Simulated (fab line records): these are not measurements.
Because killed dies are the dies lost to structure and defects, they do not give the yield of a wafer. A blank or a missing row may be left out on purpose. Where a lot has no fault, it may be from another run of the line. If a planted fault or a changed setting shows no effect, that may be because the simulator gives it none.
A struck lot beside a sound one || flow sky130 || 43 steps out of a route of 708
Sound: wafers L862.2, L862.3, L862.5. Wafers struck: L873.2, L873.4, L873.6. The cause is named last.
Per side, at each step with rows, come the tool, then ch with its chambers, and then its first start. Under that, the readings that differ: sound wafers || struck wafers || difference of the means || sigmas: that difference in standard deviations of wafers without a fault.
alike: readings whose means differ by less than 2 such deviations, and words and numbers that are the same on both sides. not compared: withheld readings, readings that some wafer has no value for, bounds like >300 that may hide the same value, and numbers for which the record gives no deviation and whose values overlap.
Wherever a step has rows on one side only, a row that says differs or no value, or a row with sigmas, the two part there. Numbers that don't overlap but have no deviation are shown without sigmas and don't part them. A reading that every wafer of one side lacks parts them only if that side has two wafers or more.

first, 1 step without rows for these wafers: SKY_GATE_OXIDE_OXIDATION_01 (stabilise 600 s, purge 300 s, target thk 10.268 nm).
SKY_GATE_OXIDE_THK_MEAS_02:
  sound on film metro-03, day 12 19:03; struck on film metro-04, day 16 14:44
  alike: GATE_OXIDE_OXIDATION_00_THK
then, 7 steps without rows for these wafers: SKY_GATE_OXIDE_DEHYDRATE_03 (time 60 s); SKY_GATE_OXIDE_HMDS_04 (prime time 60 s); SKY_GATE_OXIDE_COAT_05 (resist thk 1140 nm); SKY_GATE_OXIDE_SOFTBAKE_06 (time 60 s); SKY_GATE_OXIDE_EXPOSE_07 (exposes mask LVOM, target cd 600 nm); SKY_GATE_OXIDE_PEB_08; SKY_GATE_OXIDE_DEVELOP_09 (develop time 60 s).
SKY_GATE_OXIDE_OVL_MEAS_10:
  sound on overlay-02, day 13 20:32; struck on overlay-01, day 17 18:59
  alike: GATE_OXIDE_OVL
then, 2 steps without rows for these wafers: SKY_GATE_OXIDE_IMPLANT_11; SKY_GATE_OXIDE_WET_ETCH_12 (etches SiO2 in dHF, target depth 16.8 nm, time 336 s).
SKY_GATE_OXIDE_STRIP_13: strips in O2/N2.
  sound on plasma asher-04 ch 1, day 13 20:56; struck on plasma asher-02 ch 0,1, day 17 19:16
  alike: drypump motor current A, oes product au, strip time to endpoint s
  not compared: rf hours counter h
SKY_GATE_OXIDE_TW_MEAS_14:
  sound on film metro-02, day 13 21:03; struck on film metro-04, day 17 19:22
{"reading": "GATE_OXIDE_TW", "sound": "222.9 222.7 222.1", "struck": "225.6 225.7 227.0", "difference": "+3.5", "sigmas": "+2"}
then, 3 steps without rows for these wafers: SKY_GATE_OXIDE_CLEAN_15 (cleans in SC1/SC2, time 150 s); SKY_GATE_OXIDE_OXIDATION_16 (stabilise 600 s, purge 300 s, target thk 3.57 nm); SKY_POLY_GATE_CVD_00 (deposits poly-Si, target thk 180 nm, time 720 s).
SKY_POLY_GATE_THK_MEAS_01:
  sound on film metro-04, day 13 23:58; struck on film metro-03, day 17 23:50
{"reading": "POLY_GATE_CVD_00_THK (nm)", "sound": "181.8 182.2 182.1", "struck": "178.9 178.2 178.6", "difference": -3.5, "sigmas": -2}
then, 8 steps without rows for these wafers: SKY_RES_PROTECT_DEHYDRATE_00 (time 60 s); SKY_RES_PROTECT_HMDS_01 (prime time 60 s); SKY_RES_PROTECT_COAT_02 (resist thk 1140 nm); SKY_RES_PROTECT_SOFTBAKE_03 (time 60 s); SKY_RES_PROTECT_EXPOSE_04 (exposes mask RPM, target cd 1270 nm); SKY_RES_PROTECT_PEB_05; SKY_RES_PROTECT_DEVELOP_06 (develop time 60 s); SKY_POLY_GATE_IMPLANT_02.
SKY_RES_PROTECT_STRIP_07: strips in O2/N2.
  sound on plasma asher-02 ch 0,1, day 15 02:21; struck on plasma asher-02 ch 0,1, day 19 06:14
  alike: drypump motor current A, oes product au, strip time to endpoint s
  not compared: rf hours counter h
SKY_RES_PROTECT_TW_MEAS_08:
  sound on film metro-02, day 15 02:28; struck on film metro-02, day 19 06:21
  alike: POLY_GATE_TW
then, 2 steps without rows for these wafers: SKY_RES_PROTECT_CLEAN_09 (cleans in SC1/SC2, time 150 s); SKY_POLY_GATE_CVD_03 (deposits Si3N4 from DCS/NH3, target thk 75 nm, time 1290 s).
SKY_POLY_GATE_THK_MEAS_04:
  sound on film metro-01, day 15 03:56; struck on film metro-03, day 19 07:49
  alike: POLY_GATE_CVD_03_THK
then, 8 steps without rows for these wafers: SKY_POLY_GATE_DEHYDRATE_05 (time 60 s); SKY_POLY_GATE_HMDS_06 (prime time 60 s); SKY_POLY_GATE_COAT_07 (resist thk 110 nm); SKY_POLY_GATE_COAT_08 (resist thk 450 nm); SKY_POLY_GATE_SOFTBAKE_09 (time 90 s); SKY_POLY_GATE_EXPOSE_10 (exposes mask P1M, target cd 150 nm); SKY_POLY_GATE_PEB_11; SKY_POLY_GATE_DEVELOP_12 (develop time 60 s).
SKY_POLY_GATE_CD_MEAS_13 targets a cd of 150 nm.
  sound on cd sem-02, day 16 08:08; struck on cd sem-01, day 20 14:09
{"reading": "cd nm (nm)", "sound": "148.2 148.1 148.2", "struck": "151.3 151.6 150.9", "difference": "+3.1", "sigmas": "+2"}
SKY_POLY_GATE_OVL_MEAS_14:
  sound on overlay-01, day 16 08:14; struck on overlay-02, day 20 14:15
  alike: POLY_GATE_OVL
SKY_POLY_GATE_ETCH_15: etches BARC in N2/H2, stops on SiO2, time 118.5 s, target depth 110 nm.
  sound on rie diel-01 ch 0,1,3, day 16 08:16; struck on rie diel-03 ch 0,1,2, day 20 14:17
  alike: drypump motor current A, h2 flow sccm, oes product au, throttle valve pct
  not compared: rf hours counter h
-- here the record skips 28 days between the struck wafers' starts before and after, leaving off in module POLY_GATE and picking up in module PAD_OPEN (first step shown: number 708 of the route) --
SKY_PAD_OPEN_PROBE_99:
  the record has rows for the struck wafers here (prober-01, day 48 14:28) and none for the sound ones

WHERE THEY PART
First at SKY_GATE_OXIDE_TW_MEAS_14; last, within this record, at SKY_PAD_OPEN_PROBE_99.

WHY: what had been put in by the simulator
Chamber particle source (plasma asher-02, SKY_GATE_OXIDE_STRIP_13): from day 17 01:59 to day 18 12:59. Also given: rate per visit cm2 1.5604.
